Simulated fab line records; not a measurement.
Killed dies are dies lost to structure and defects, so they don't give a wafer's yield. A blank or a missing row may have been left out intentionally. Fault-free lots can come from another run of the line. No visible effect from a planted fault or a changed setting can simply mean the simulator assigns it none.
What tool caused it? -- flow sky130 -- 11 lots (32 wafers sampled), 1 step of a 708-step route

== WHAT THE GAUGES SHOWED, per wafer ==
SKY_FIELD_ISO_THK_MEAS_02.
lot,measured,on,FIELD_ISO_OXIDATION_00_THK (nm)
L928,day 1 12:34,film-metro-02,12.11 12.02 12.09
L929,day 1 16:38,film-metro-03,12.38 12.23 12.11
L931,day 2 02:38,film-metro-02,11.80 11.87 11.91
L933,day 2 13:34,film-metro-02,12.10 12.22 11.92
L934,day 2 19:37,film-metro-01,11.58 11.73 11.62
L941,day 4 04:40,film-metro-01,12.32 12.10
L943,day 4 18:18,film-metro-01,12.01 11.83 11.88
L945,day 5 01:09,film-metro-03,12.39 12.11 12.41
L947,day 5 13:09,film-metro-02,12.06 11.83 11.96
L948,day 5 16:08,film-metro-02,11.76 11.93 11.72
L951,day 6 06:38,film-metro-03,11.73 11.75 11.81

== WHAT TOOL EACH LOT RAN ON (gives the tool, then ch and the chambers of the sampled wafers, and finally the start) ==
There is no process step in the record ahead of these readings.

== THE ANSWER, worked out from the rows above alone ==
Rule: usual is defined by the lots themselves. The widest of any qualifying gaps counts: lots, ordered by their means at a reading, are off when they make up no more than a third of the lots, leave a main group of 4 or more, and stand apart from it by 3 or more times the standard deviation of that group's means. Not used: any main group whose means are identical at the precision the tables above print for the reading. Also off: a lot with no number at a reading for which 4 or more lots have one. All remaining lots with rows at the step are treated as sound.
Across all readings shown, no lot is off: no conclusion can be drawn from this.

== WHAT THE SIMULATOR HAD INSERTED ==
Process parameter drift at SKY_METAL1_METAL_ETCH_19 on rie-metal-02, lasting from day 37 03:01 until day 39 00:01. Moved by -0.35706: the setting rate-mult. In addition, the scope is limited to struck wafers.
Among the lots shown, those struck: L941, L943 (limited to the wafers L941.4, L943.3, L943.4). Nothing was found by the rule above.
